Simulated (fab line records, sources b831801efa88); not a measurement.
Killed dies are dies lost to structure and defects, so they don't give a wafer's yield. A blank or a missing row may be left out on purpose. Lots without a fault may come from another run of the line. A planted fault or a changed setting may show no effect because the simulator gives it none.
Which tool did it? | flow gf180mcu | 6 lots, 18 wafers sampled, at 3 steps of a route of 602

WHAT THE GAUGES READ, wafer by wafer
GF_LVPWELL_TW_MEAS_11.
lot  | measured    | on            | LVPWELL_TW
L891 | day 5 08:34 | film_metro-03 | 566 566 566
L894 | day 6 02:38 | film_metro-01 | 540 538 540
L897 | day 6 15:49 | film_metro-02 | 530 526 530
L901 | day 7 15:41 | film_metro-03 | 569 566 569
L906 | day 8 20:40 | film_metro-01 | 562 560 560
L908 | day 9 06:20 | film_metro-03 | 568 566 564

WHICH TOOL RAN EACH LOT (tool, then ch and the chambers of the sampled wafers, then the start)
lot  | GF_NWELL_STRIP_10                   | GF_LVPWELL_IMPLANT_08
L891 | plasma_asher-02 ch 0,1, day 4 17:38 | implanter-03 ch 0, day 5 08:10
L894 | plasma_asher-02 ch 0,1, day 5 11:09 | implanter-02 ch 0, day 6 02:14
L897 | plasma_asher-01 ch 0,1, day 6 00:23 | implanter-02 ch 0, day 6 15:28
L901 | plasma_asher-01 ch 0,1, day 6 23:32 | implanter-03 ch 0, day 7 15:18
L906 | plasma_asher-02 ch 0,1, day 8 03:39 | implanter-03 ch 0, day 8 20:16
L908 | plasma_asher-04 ch 0,1, day 8 12:54 | implanter-04 ch 0, day 9 05:56
- GF_NWELL_STRIP_10: strips in O2/N2.
- GF_LVPWELL_IMPLANT_08

THE ANSWER, worked out from the rows above alone
Rule: what is usual is taken from the lots themselves. Put in order of their means at a reading, lots are off if they are a third of the lots or fewer, leave a main group of 4 or more, and stand apart from it by a gap of 3 or more times the standard deviation of the main group's means; of several such gaps the widest counts. A main group whose means are all the same, to the digits that the tables above print for the reading, isn't used. A lot without any number at a reading at which 4 lots or more have one is off too. The other lots that the step has rows for count as sound.
Off: L894, L897, at GF_LVPWELL_TW_MEAS_11 (LVPWELL_TW). The main group: mean 565, standard deviation 2.7.
A tool fits if, at a process step before that reading, it ran every lot that is off, and no sound lot after the first of them. The gauges at GF_LVPWELL_TW_MEAS_11 are tried like those tools. One fits: implanter-02 at GF_LVPWELL_IMPLANT_08. It ran no sound lot before its first lot that is off in this sample, so the start can't be narrowed down.

WHAT THE SIMULATOR HAD PUT IN
Process parameter drift: implanter-02, from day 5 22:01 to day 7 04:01, at GF_LVPWELL_IMPLANT_08. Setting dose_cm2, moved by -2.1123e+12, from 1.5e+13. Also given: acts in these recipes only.
Lots struck among those shown: L894, L897. The rule above found the same.
